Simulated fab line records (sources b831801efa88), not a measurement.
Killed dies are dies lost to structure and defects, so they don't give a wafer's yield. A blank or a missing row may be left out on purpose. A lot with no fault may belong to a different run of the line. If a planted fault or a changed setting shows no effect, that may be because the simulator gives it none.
One fault seen from 2 desks -- flow sky130 -- every desk sees just its own numbers, and what lay behind them comes last

## DESK OF THE TOOL OWNER: hdpcvd-01
The tool's own readings at SKY_VIA4_HDPCVD_00 (deposits SiO2, target thk 1750 nm, time 291.7 s): means of the sampled wafers that have a number, for each lot that ran on this tool. Marked OUT: a lot whose mean sits more than 4 standard deviations from the usual mean, which makes it out of limits; the brackets give that distance.
Columns: A = sih4 flow sccm at SKY_VIA4_HDPCVD_00, usual 59.99 sccm
lot,first seen here,A
L983,day 41 16:10,60.08
L988,day 43 07:59,60.04
L993,day 44 18:37,60.14
L998,day 46 07:17,63.96 (+22) OUT
L100,day 46 18:59,64.17 (+23) OUT
L101,day 46 20:07,64.12 (+23) OUT
Finding of this desk: L100, L101, L998 out of limits; the first was L998 at day 46 07:17, on sih4 flow sccm at SKY_VIA4_HDPCVD_00. L983, L988, L993 stayed within limits.

## THE METROLOGY DESK
Lot by lot, what the gauges showed, no matter which tool ran the lot: averages of those sampled wafers that carry a number. Marked OUT: a lot whose mean sits more than 4 standard deviations from the usual mean, which makes it out of limits; the brackets give that distance.
Columns: A = METAL4_OVL at SKY_METAL4_OVL_MEAS_14, usual 1 nm; B = VIA4_HDPCVD_THK at SKY_VIA4_THK_MEAS_01, usual 1741 nm
lot,first seen here,A,B
L983,day 41 15:11,2,1750
L986,day 42 13:44,8,1733
L987,day 42 20:05,-2,1736
L988,day 43 07:02,-6,1742
L991,day 44 06:11,-11,1736
L992,day 44 16:28,1,1730
L993,day 44 17:09,1,1759
L996,day 45 12:27,-3,1736
L998,day 46 06:09,1,1820 (+4.1) OUT
L100,day 46 18:02,1,1863 (+6.4) OUT
L101,day 46 19:02,6,1860 (+6.3) OUT
L106,day 48 04:44,-6,1755
This desk's finding: out of limits on L100, L101, L998; first on L998, day 46 07:28 (VIA4_HDPCVD_THK at SKY_VIA4_THK_MEAS_01). L983, L986, L987, L988, L991, L992, L993, L996, L106 stayed within limits.

## PUT TOGETHER
An alarm could have come from the tool owner's desk at day 46 07:17, on L100, L101, L998.
Metrology desk: alarm possible at day 46 07:28 on L100, L101, L998.
The lots listed all ran SKY_VIA4_HDPCVD_00 on hdpcvd-01.

## WHAT WAS PUT IN BY THE SIMULATOR
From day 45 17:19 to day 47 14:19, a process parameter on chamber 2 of hdpcvd-01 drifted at SKY_VIA4_HDPCVD_00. Setting sih4 flow sccm, moved by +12, from 60. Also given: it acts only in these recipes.
Struck lots among those shown: L100, L101, L998.
Counting hours from when the fault started, the first reading out of limits came at 14 for the tool owner's desk and at 14 for the metrology desk.
